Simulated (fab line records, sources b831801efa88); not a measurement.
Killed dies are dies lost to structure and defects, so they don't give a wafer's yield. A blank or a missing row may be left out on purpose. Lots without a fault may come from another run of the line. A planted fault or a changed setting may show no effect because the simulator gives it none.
Problem report in the 8D (eight disciplines) form, filled by code | flow sky130 | the parts of the form that need people (team, actions taken, sign-off) are left out

1. THE PROBLEM
VIA2_HDPCVD_THK at SKY_VIA2_THK_MEAS_01 reads a mean of 1063 nm on 2 wafers of 2 lots; wafers without a fault read 1173 nm with a standard deviation of 13. That is -8.5 standard deviations from the usual mean.
First seen on wafer L393.4, day 38 08:55, on film_metro-04. The record holds 41 wafers of 14 lots with a number at this step. Rule for "out", or "out of limits": more than 4 standard deviations from the usual mean. The other wafers with a number count as sound.

2. WHAT IT IS AND WHAT IT IS NOT
question                    | is                | is not
which readings at this step | VIA2_HDPCVD_THK   | -
which lots                  | L393, L396        | L384, L386, L387, L392, L397, L398, L399, L400, L401, L403, L405, L406
which wafers of those lots  | L393.4, L396.5    | L393.6, L396.1, L396.3
read on which gauges        | film_metro-04     | film_metro-01, film_metro-02
when                        | from day 38 08:55 | up to then (13 sound wafers); but 26 sound wafers of L396, L397, L398, L399, L400, L401, L403, L405, L406 came after

3. SUSPECTS, AND WHAT RULES EACH OUT
Counting: a tool at a process step up to the reading stays a suspect if it ran every lot that is out. Sound lots after the first of them don't rule it out here, since some wafers of a struck lot are sound.
- the gauge at SKY_VIA2_THK_MEAS_01: ruled out. All the wafers that are out were read on film_metro-04, but those of them that SKY_VIA2_HDPCVD_00 has rows for are out there too, on other tools.
- hdpcvd-02 at SKY_VIA2_HDPCVD_00 (deposits SiO2, target thk 1180 nm, time 196.7 s): kept. It ran every lot that is out, first L393 (day 38 08:47); its last sound lot up to then is L387 (day 36 12:14). Its own readings are out on those wafers: run_length_s.
Left after counting: hdpcvd-02 at SKY_VIA2_HDPCVD_00.

4. THE CAUSE (what the simulator had put in)
Process parameter drift: hdpcvd-02, from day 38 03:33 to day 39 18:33, at SKY_VIA2_HDPCVD_00. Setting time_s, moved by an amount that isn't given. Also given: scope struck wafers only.
Counting left only this tool.

5. THE CHAIN OF EFFECTS, in route order
Each row: a reading whose mean over the struck wafers that have a number lies more than 3 standard deviations from the usual. Only readings for which the record gives a usual standard deviation are gone through. hours: the time from each lot's start at the first step in this table that gives one to its start at this step, as a median over the lots. sigmas: the change in usual standard deviations.
hours | step                 | reading         | usual   | on struck wafers | change | sigmas
0     | SKY_VIA2_HDPCVD_00   | run_length_s    | 224.3 s | 206.9            | -17.4  | -23
0     | SKY_VIA2_THK_MEAS_01 | VIA2_HDPCVD_THK | 1173 nm | 1063             | -110   | -8.5
The process steps in it:
- SKY_VIA2_HDPCVD_00: deposits SiO2, target thk 1180 nm, time 196.7 s.

6. WHAT WOULD HAVE CAUGHT IT SOONER
In this record the first reading out of limits at a measuring or inspecting step was taken at day 38 08:55, 5 hours after the fault began at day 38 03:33.
The tool's own readings at SKY_VIA2_HDPCVD_00 were out on every struck wafer that the step has a row for (run_length_s): an alarm limit on them would have fired on the first of those.
Of the lots that are out (2), L396 began SKY_VIA2_HDPCVD_00 on hdpcvd-02 after day 38 08:55. A hold on the tool at that time would have spared it.
